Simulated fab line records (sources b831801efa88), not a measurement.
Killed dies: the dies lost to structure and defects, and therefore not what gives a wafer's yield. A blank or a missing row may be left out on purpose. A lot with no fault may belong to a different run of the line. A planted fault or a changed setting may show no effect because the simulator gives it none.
fab line records | flow sky130
[record] lots = 12 wafers = 34 last-day = 51
route steps=708 shown LOCAL_INTERCONNECT@399 CONTACT@406 PAD_OPEN@708
lots with no fault: from the same line, run without faults
start-h: start of the lot's first displayed wafer, in hours after the record's first day | wait-h: how many hours have passed since the lot's step before this one | " same as the row above | L1.1+2: several wafers, shown together as one row | - no value, or no start given | * or withheld: withheld | < > ~ a bound
route shown NAME@n: names a module that has steps shown in the file, with the first one's number in the route | usual: the fault-free wafers' mean and standard deviation | same: alike in all rows | chamber/n: place in a boat | sites: readings site by site | _std_site: the values' standard deviation | _edge_site: mean of outer sites minus mean of inner sites | radius-mm: for every site, how far away it sits from the centre of the wafer | mask NAME#n: copy n | behind: tool/chamber where the wafer was last shaped | hold: why the lot went on hold/how many hours it stayed there/how the hold came to an end | device: names the non-switching transistor (n, p or np) | end of line: the tests these same wafers got at the end of their route | where a step has no rows: the recipe by itself | killed: dies that structure and defects cost at the first sort, which is not the same as the wafer's yield | map: dies across one wafer; x = killed, . = not, _ = none there
set.NAME: setting as actually run; set.NAME@STEP: the setting as run at that earlier step | model.NAME: the simulator's own value behind a step, which no gauge read
route steps across a sampled set of lots; one table per step, one row per wafer
services: from which hour (start-h, from the record's first day; less than 0 if before it) a tool's chamber was out of use, for how many hours, and why
[[steps]]
[step SKY_LOCAL_INTERCONNECT_OVL_MEAS_12]
[usual] LOCAL_INTERCONNECT_OVL = 2/5.4
// columns lot.wafer tool chamber start-h wait-h LOCAL_INTERCONNECT_OVL[nm]
L339.1 overlay-02 - 708.79 0.1 1
L339.3 " - " " 0
L339.6 " - " " 9
L340.2 overlay-02 - 713.89 0.1 1
L340.3 " - " " -2
L340.4 " - " " 5
L342.1 overlay-02 - 734.99 0.1 8
L342.2 " - " " 10
L342.3 " - " " -3
L344.2 overlay-02 - 748.03 0.1 2
L344.5 " - " " -7
L344.6 " - " " 5
L346.4 overlay-01 - 775.85 0.1 7
L346.5 " - " " 2
L346.6 " - " " 2
L348.1 overlay-02 - 786.54 0.1 5
L348.3 " - " " 4
L348.5 " - " " -1
L351.1 overlay-02 - 811.79 0.1 2
L351.4 " - " " 8
L351.5 " - " " -2
L354.2 overlay-01 - 836.63 0.1 4
L354.5 " - " " 6
L356.4 overlay-02 - 845.00 0.1 10
L356.5 " - " " 4
L358.2 overlay-01 - 863.94 0.1 14
L358.4 " - " " 0
L358.6 " - " " 7
L361.1 overlay-01 - 889.74 0.1 1
L361.3 " - " " 9
L361.6 " - " " 6
L362.4 overlay-01 - 899.50 0.1 3
L362.5 " - " " 5
L362.6 " - " " 2
[step SKY_CONTACT_CVD_00]
[recipe] material = Si3N4 target-thk-nm = 75 temp-c = 400 time-s = withheld rf-w = 450
[usual] heater-power-w = 712/99 susceptor-temp-C = 400.04/0.21
// columns lot.wafer tool chamber start-h wait-h heater-power-w susceptor-temp-C
L339.1 pecvd-03 2 709.53 0.0 557 400.41
L339.3 " 1 " " 631 399.79
L339.6 " 1 " " 631 399.78
L340.2 pecvd-01 1 714.64 0.0 666 400.31
L340.3 " 0 " " 758 400.17
L340.4 " 0 " " 774 400.03
L342.1 pecvd-02 2 735.73 0.0 805 400.12
L342.2 " 1 " " 660 399.96
L342.3 " 0 " " 789 400.49
L344.2 pecvd-02 1 748.81 0.0 761 400.21
L344.5 " 1 " " 743 400.25
L344.6 " 2 " " 804 400.02
L346.4 pecvd-02 0 776.62 0.0 688 400.21
L346.5 " 1 " " 691 399.99
L346.6 " 2 " " 835 399.91
L348.1 pecvd-02 1 787.32 0.0 728 399.93
L348.3 " 0 " " 770 400.26
L348.5 " 2 " " 796 400.15
L351.1 pecvd-01 0 812.53 0.0 869 399.83
L351.4 " 2 " " 565 400.09
L351.5 " 0 " " 906 399.66
L354.2 pecvd-02 2 837.38 0.0 776 400.02
L354.5 " 1 " " 664 399.85
L356.4 pecvd-02 2 845.75 0.0 769 399.85
L356.5 " 0 " " 692 399.69
L358.2 pecvd-02 2 864.71 0.0 878 399.61
L358.4 " 0 " " 778 400.11
L358.6 " 2 " " 857 399.80
L361.1 pecvd-03 1 890.57 0.0 696 400.19
L361.3 " 0 " " 816 399.79
L361.6 " 1 " " 704 400.09
L362.4 pecvd-01 2 900.24 0.0 577 399.77
L362.5 " 1 " " 648 400.07
L362.6 " 2 " " 577 399.87
[step SKY_CONTACT_THK_MEAS_01]
[recipe] reads = Si3N4_of_CONTACT_CVD_00
[usual] CONTACT_CVD_00_THK = 75.4/1
// columns lot.wafer tool chamber start-h wait-h CONTACT_CVD_00_THK[nm]
L339.1 film-metro-02 - 709.56 - 75.0
L339.3 " - " " 74.7
L339.6 " - " " 75.7
L340.2 film-metro-02 - 714.68 - 75.0
L340.3 " - " " 74.9
L340.4 " - " " 77.6
L342.1 film-metro-02 - 735.76 - 75.3
L342.2 " - " " 74.5
L342.3 " - " " 75.5
L344.2 film-metro-04 - 748.85 - 75.2
L344.5 " - " " 76.3
L344.6 " - " " 76.0
L346.4 film-metro-02 - 776.67 - 75.1
L346.5 " - " " 74.8
L346.6 " - " " 75.4
L348.1 film-metro-04 - 787.36 - 74.3
L348.3 " - " " 74.1
L348.5 " - " " 76.2
L351.1 film-metro-02 - 812.57 - 75.9
L351.4 " - " " 75.3
L351.5 " - " " 76.3
L354.2 film-metro-04 - 837.42 - 74.5
L354.5 " - " " 80.6
L356.4 film-metro-04 - 845.80 - 83.2
L356.5 " - " " 82.1
L358.2 film-metro-04 - 864.75 - 75.4
L358.4 " - " " 80.7
L358.6 " - " " 76.5
L361.1 film-metro-01 - 890.60 - 74.2
L361.3 " - " " 73.4
L361.6 " - " " 75.3
L362.4 film-metro-01 - 900.31 - 75.3
L362.5 " - " " 75.7
L362.6 " - " " 74.7
[step SKY_CONTACT_OVL_MEAS_15]
[usual] CONTACT_OVL = -1/5.6
// columns lot.wafer tool chamber start-h wait-h CONTACT_OVL[nm]
L339.1 overlay-02 - 737.88 0.1 -7
L339.3 " - " " 0
L339.6 " - " " -4
L340.2 overlay-02 - 743.33 0.1 5
L340.3 " - " " -4
L340.4 " - " " 9
L342.1 overlay-02 - 763.93 0.1 6
L342.2 " - " " 13
L342.3 " - " " 11
L344.2 overlay-01 - 777.39 0.1 -2
L344.5 " - " " -1
L344.6 " - " " -2
L346.4 overlay-02 - 804.25 0.1 -6
L346.5 " - " " 1
L346.6 " - " " 1
L348.1 overlay-01 - 814.24 0.1 -3
L348.3 " - " " -4
L348.5 " - " " 2
L351.1 overlay-02 - 839.48 0.1 5
L351.4 " - " " 2
L351.5 " - " " 2
L354.2 overlay-01 - 865.40 0.1 -7
L354.5 " - " " -9
L356.4 overlay-01 - 873.41 0.1 -6
L356.5 " - " " 0
L358.2 overlay-02 - 891.58 0.1 -2
L358.4 " - " " -1
L358.6 " - " " -1
L361.1 overlay-01 - 917.43 0.1 -7
L361.3 " - " " -3
L361.6 " - " " -9
L362.4 overlay-02 - 926.10 0.1 1
L362.5 " - " " 0
L362.6 " - " " 2
[step SKY_CONTACT_ETCH_17]
[recipe] target = SiO2 chemistry = C4F8/O2/Ar stop-on = Si3N4 mask-material = KrF-thick source-w = 1500 bias-w = 1200 pressure-mtorr = 40 c4f8-flow-sccm = withheld O2_flow_sccm = 6 Ar_flow_sccm = 300 time-s = withheld target-depth-a = 3400
[usual] bias-w = 1200/3.8 oes-product-au = 0.893/0.0047
// columns lot.wafer tool chamber start-h wait-h bias-w oes-product-au
L339.1 rie-diel-03 2 737.96 0.0 1200 0.896
L339.3 " 1 " " 1201 0.890
L339.6 " 1 " " 1203 0.888
L340.2 rie-diel-01 2 743.41 0.0 1204 0.892
L340.3 " 3 " " 1195 0.895
L340.4 " 0 " " 1197 0.896
L342.1 rie-diel-01 2 764.01 0.0 1200 0.889
L342.2 " 1 " " 1197 0.890
L342.3 " 3 " " 1197 0.889
L344.2 rie-diel-02 0 777.46 0.0 1199 0.893
L344.5 " 0 " " 1199 0.893
L344.6 " 1 " " 1199 0.890
L346.4 rie-diel-02 2 804.31 0.0 1200 0.901
L346.5 " 3 " " 1199 0.895
L346.6 " 2 " " 1200 0.895
L348.1 rie-diel-02 2 814.32 0.0 1198 0.894
L348.3 " 1 " " 1199 0.888
L348.5 " 2 " " 1199 0.901
L351.1 rie-diel-03 1 839.56 0.0 1205 0.893
L351.4 " 3 " " 1197 0.892
L351.5 " 1 " " 1204 0.890
L354.2 rie-diel-03 0 865.47 0.0 1199 0.894
L354.5 " 2 " " 1189 0.892
L356.4 rie-diel-02 1 873.47 0.0 1200 0.899
L356.5 " 1 " " 1201 0.896
L358.2 rie-diel-01 3 891.66 0.0 1203 0.893
L358.4 " 2 " " 1198 0.896
L358.6 " 1 " " 1200 0.886
L361.1 rie-diel-01 3 917.51 0.0 1192 0.885
L361.3 " 0 " " 1197 0.886
L361.6 " 3 " " 1193 0.888
L362.4 rie-diel-02 0 926.16 0.0 1200 0.893
L362.5 " 3 " " 1197 0.897
L362.6 " 0 " " 1198 0.891
[step SKY_CONTACT_ETCH_18]
[recipe] target = Si3N4 chemistry = CHF3/O2 stop-on = TiN source-w = 600 bias-w = 200 pressure-mtorr = 40 chf3-flow-sccm = 50 O2_flow_sccm = 5 time-s = 39 target-depth-a = 750
[usual] bias-w = 200.0/0.6 drypump-motor-current-A = 5.7/0.51 oes-product-au = 0.857/0.0077 throttle-valve-pct = 8.793/0.01
// columns lot.wafer tool chamber start-h wait-h bias-w drypump-motor-current-A oes-product-au rf-hours-counter-h throttle-valve-pct
L339.1 rie-diel-03 2 - - 200.9 5.6 0.856 15 8.786
L339.3 " 1 " " 198.8 5.1 0.855 0 8.783
L339.6 " 1 " " 199.6 5.2 0.857 - 8.800
L340.2 rie-diel-01 2 - - 199.8 5.8 0.849 15 8.793
L340.3 " 3 " " 199.9 5.4 0.855 9 8.801
L340.4 " 0 " " 199.9 5.6 0.865 14 8.798
L342.1 rie-diel-01 2 - - 200.1 5.9 0.856 16 8.784
L342.2 " 1 " " 199.5 4.7 0.852 3 8.801
L342.3 " 3 " " 200.3 5.4 0.857 10 8.806
L344.2 rie-diel-02 0 - - 200.7 6.2 0.853 8 8.793
L344.5 " 0 " " 199.9 6.2 0.863 - 8.774
L344.6 " 1 " " 199.7 5.6 0.864 - 8.796
L346.4 rie-diel-02 2 - - 200.5 5.6 0.851 23 8.784
L346.5 " 3 " " 199.6 6.3 0.849 - 8.792
L346.6 " 2 " " 199.4 5.7 0.867 - 8.791
L348.1 rie-diel-02 2 - - 200.3 5.6 0.849 23 8.775
L348.3 " 1 " " 199.2 5.6 0.857 18 8.786
L348.5 " 2 " " 199.6 5.7 0.865 - 8.784
L351.1 rie-diel-03 1 - - 199.9 5.1 0.865 3 8.783
L351.4 " 3 " " 200.2 6.2 0.861 21 8.797
L351.5 " 1 " " 200.2 5.1 0.867 - 8.793
L354.2 rie-diel-03 0 - - 200.0 6.7 0.851 21 8.795
L354.5 " 2 " " 200.1 5.6 0.890 - 8.802
L356.4 rie-diel-02 1 - - 200.1 5.6 0.910 20 8.819
L356.5 " 1 " " 200.0 5.6 0.900 - 8.803
L358.2 rie-diel-01 3 - - 200.4 5.4 0.864 14 8.814
L358.4 " 2 " " 200.2 5.8 0.886 20 8.817
L358.6 " 1 " " 200.1 4.7 0.858 - 8.796
L361.1 rie-diel-01 3 - - 201.1 5.4 0.844 15 8.806
L361.3 " 0 " " 199.6 5.6 0.844 21 8.791
L361.6 " 3 " " 200.2 5.4 0.855 - 8.769
L362.4 rie-diel-02 0 - - 199.3 6.2 0.847 13 8.795
L362.5 " 3 " " 201.0 6.3 0.860 - 8.797
L362.6 " 0 " " 200.0 6.2 0.853 - 8.807
[step SKY_PAD_OPEN_PROBE_99]
[usual] killed_at_M0_to_M3 = 43/6 killed_at_M4_up = 3.2/1.9 killed-at-contacts = 25/5.4 killed-at-front-end = 15/4.5 killed-at-other = 0.3/0.59 killed-dies = 87/8.7 killed-open = 47/6.7 killed-short = 39/5.7
[same] gross-dies = 492 killed-at-back-side = 0
// columns lot.wafer tool chamber start-h wait-h killed_at_M0_to_M3 killed_at_M4_up killed-at-contacts killed-at-front-end killed-at-other killed-dies killed-open killed-short
L340.2 prober-02 - 1086.79 0.1 47 5 18 16 1 87 41 45
L340.3 prober-02 - 1086.84 0.2 43 3 29 19 0 94 59 35
L340.4 prober-02 - 1086.89 0.2 45 2 32 14 0 93 53 40
L342.1 prober-02 - 1102.69 0.1 36 4 25 17 0 82 44 37
L342.2 prober-02 - 1102.74 0.1 44 4 24 20 0 92 54 37
L342.3 prober-02 - 1102.79 0.2 47 6 29 23 0 105 61 44
L346.4 prober-02 - 1133.39 0.2 42 3 21 3 0 69 34 35
L346.5 prober-02 - 1133.44 0.2 50 4 16 19 0 89 50 39
L346.6 prober-02 - 1133.49 0.2 50 4 20 12 1 87 44 43
L354.5 prober-02 - 1176.29 0.2 47 7 29 13 0 96 48 47
L356.4 prober-02 - 1179.18 0.2 53 6 35 16 0 110 52 58
L356.5 prober-02 - 1179.23 0.2 41 1 22 15 0 79 42 37
L358.2 prober-02 - 1194.03 0.1 45 2 25 13 0 85 44 41
L358.4 prober-02 - 1194.13 0.2 47 2 22 19 0 90 47 42
L358.6 prober-02 - 1194.23 0.2 44 1 22 15 0 82 44 36
// killed by level:class
L340.2 VIA1:geometric-particle:open=9 VIA2:geometric-particle:open=8 VIA3:geometric-particle:open=8 METAL3:geometric-particle:short=7 FIELD_ISO:geometric-particle:short=5 LI_CONTACT:geometric-particle:open=5 CONTACT:geometric-particle:short=5 VIA1:geometric-particle:short=5
L340.3 VIA1:geometric-particle:open=13 CONTACT:geometric-particle:open=10 VIA2:geometric-particle:open=7 FIELD_ISO:geometric-particle:open=6 LI_CONTACT:geometric-particle:open=6 LOCAL_INTERCONNECT:geometric-particle:short=6 CONTACT:geometric-particle:short=4 VIA3:geometric-particle:open=4
L340.4 VIA1:geometric-particle:open=10 VIA2:geometric-particle:open=10 LI_CONTACT:geometric-particle:open=8 LOCAL_INTERCONNECT:geometric-particle:short=7 CONTACT:geometric-particle:short=7 CONTACT:geometric-particle:open=7 VIA3:geometric-particle:open=7 METAL2:geometric-particle:short=5
L342.1 VIA1:geometric-particle:open=10 CONTACT:geometric-particle:open=10 VIA3:geometric-particle:open=7 CONTACT:geometric-particle:short=6 FIELD_ISO:geometric-particle:open=5 FIELD_ISO:geometric-particle:short=5 POLY_GATE:geometric-particle:short=4 LI_CONTACT:geometric-particle:open=4
L342.2 VIA1:geometric-particle:open=13 LI_CONTACT:geometric-particle:open=8 CONTACT:geometric-particle:open=8 POLY_GATE:geometric-particle:open=5 VIA1:geometric-particle:short=5 VIA2:geometric-particle:open=5 METAL2:geometric-particle:short=4 METAL3:geometric-particle:short=4
L342.3 CONTACT:geometric-particle:open=13 VIA1:geometric-particle:open=11 LI_CONTACT:geometric-particle:open=7 METAL1:geometric-particle:short=7 VIA3:geometric-particle:open=6 CONTACT:geometric-particle:short=6 POLY_GATE:geometric-particle:open=5 VIA2:geometric-particle:open=5
L346.4 VIA1:geometric-particle:open=11 VIA1:geometric-particle:short=8 CONTACT:geometric-particle:short=7 CONTACT:geometric-particle:open=6 VIA2:geometric-particle:open=6 VIA3:geometric-particle:open=5 METAL2:geometric-particle:short=4 LI_CONTACT:geometric-particle:open=4
L346.5 VIA1:geometric-particle:open=11 VIA3:geometric-particle:open=10 CONTACT:geometric-particle:short=7 VIA2:geometric-particle:open=7 FIELD_ISO:geometric-particle:open=6 VIA1:geometric-particle:short=6 VIA2:geometric-particle:short=6 POLY_GATE:geometric-particle:open=5
L346.6 VIA1:geometric-particle:open=13 CONTACT:geometric-particle:open=9 METAL1:geometric-particle:short=9 VIA1:geometric-particle:short=6 VIA2:geometric-particle:open=5 FIELD_ISO:geometric-particle:open=4 LI_CONTACT:geometric-particle:open=4 METAL2:geometric-particle:short=4
L354.5 CONTACT:geometric-particle:open=12 VIA1:geometric-particle:open=10 METAL2:geometric-particle:short=7 LI_CONTACT:geometric-particle:open=6 CONTACT:geometric-particle:short=6 METAL1:geometric-particle:short=6 VIA2:geometric-particle:open=5 METAL4:geometric-particle:short=5
L356.4 VIA3:geometric-particle:open=11 LI_CONTACT:geometric-particle:open=10 VIA2:geometric-particle:open=9 CONTACT:geometric-particle:short=8 METAL2:geometric-particle:short=8 CONTACT:geometric-particle:open=7 METAL1:geometric-particle:short=7 VIA1:geometric-particle:open=6
L356.5 VIA1:geometric-particle:open=12 LI_CONTACT:geometric-particle:open=8 METAL2:geometric-particle:short=6 CONTACT:geometric-particle:open=5 FIELD_ISO:geometric-particle:short=4 CONTACT:geometric-particle:short=4 VIA2:geometric-particle:short=4 VIA2:geometric-particle:open=4
L358.2 VIA1:geometric-particle:open=14 CONTACT:geometric-particle:open=10 VIA1:geometric-particle:short=9 CONTACT:geometric-particle:short=6 POLY_GATE:geometric-particle:short=5 POLY_GATE:geometric-particle:open=4 METAL1:geometric-particle:open=4 VIA3:geometric-particle:open=4
L358.4 CONTACT:geometric-particle:open=11 VIA2:geometric-particle:open=10 VIA3:geometric-particle:open=7 METAL1:geometric-particle:short=6 VIA1:geometric-particle:open=6 VIA1:geometric-particle:short=6 METAL2:geometric-particle:short=6 FIELD_ISO:geometric-particle:open=5
L358.6 VIA2:geometric-particle:open=10 LI_CONTACT:geometric-particle:open=7 CONTACT:geometric-particle:short=7 VIA1:geometric-particle:short=7 VIA1:geometric-particle:open=6 CONTACT:geometric-particle:open=5 METAL2:geometric-particle:short=5 VIA3:geometric-particle:open=5
[[services]]
// columns tool chamber start-h hours kind
rie-diel-01 1 686.70 9.7 repair
rie-diel-03 1 700.60 - clean
rie-diel-03 1 700.60 21.2 scheduled-down
rie-diel-03 1 700.60 21.2 vent-cycle
rie-diel-01 - 730.91 0.5 repair
pecvd-02 - 752.00 2.8 pm
rie-diel-02 - 756.31 14.6 pm
pecvd-01 2 756.95 2.1 scheduled-down
pecvd-02 1 767.85 7.6 repair
rie-diel-01 3 770.21 16.2 repair
rie-diel-01 2 780.17 17.8 repair
rie-diel-03 2 796.38 4.5 repair
pecvd-01 1 808.75 - calibration
pecvd-03 0 820.19 5.2 repair
rie-diel-03 - 835.09 0.1 repair
pecvd-03 - 852.78 4.3 repair
rie-diel-03 0 868.93 - clean
rie-diel-03 0 868.93 16.0 scheduled-down
rie-diel-03 0 868.93 16.0 vent-cycle
rie-diel-02 0 882.10 8.4 repair
pecvd-01 0 884.43 6.3 repair
rie-diel-01 3 896.30 2.6 repair
rie-diel-03 0 919.86 11.3 repair
rie-diel-03 1 925.90 2.8 repair
[[key]]
[first-sign] step = SKY_CONTACT_THK_MEAS_01 reading = CONTACT_CVD_00_THK direction = up sigmas = 6 usual = 75.4 struck = 81.7
[effect] step = SKY_CONTACT_ETCH_18 reading = oes-product-au direction = up sigmas = 5.2 usual = 0.857 struck = 0.896
met-at SKY_CONTACT_CVD_00
struck-lots L354,L356,L358
struck-wafers L354.5,L356.4,L356.5,L358.4
tester-left-out L354,L356,L358
not-acting-at SKY_LOCAL_INTERCONNECT_OVL_MEAS_12,SKY_CONTACT_OVL_MEAS_15,SKY_CONTACT_ETCH_17
onset-between 787.32 837.38
[fault] kind = process-parameter-drift tool = pecvd-02 chamber = - onset-h = 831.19 steps = SKY_CONTACT_CVD_00 channel = time-s offset = withheld shape = step end-h = 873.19 scope = struck-wafers-only acts-in = *
// tester-left-out: of these lots the tester's yield and bins aren't shown, on N5 and GAA mostly nor the transistor test; their killed dies are dies lost to structure and defects alone, not to doping, threshold or leakage, so they don't give the yield
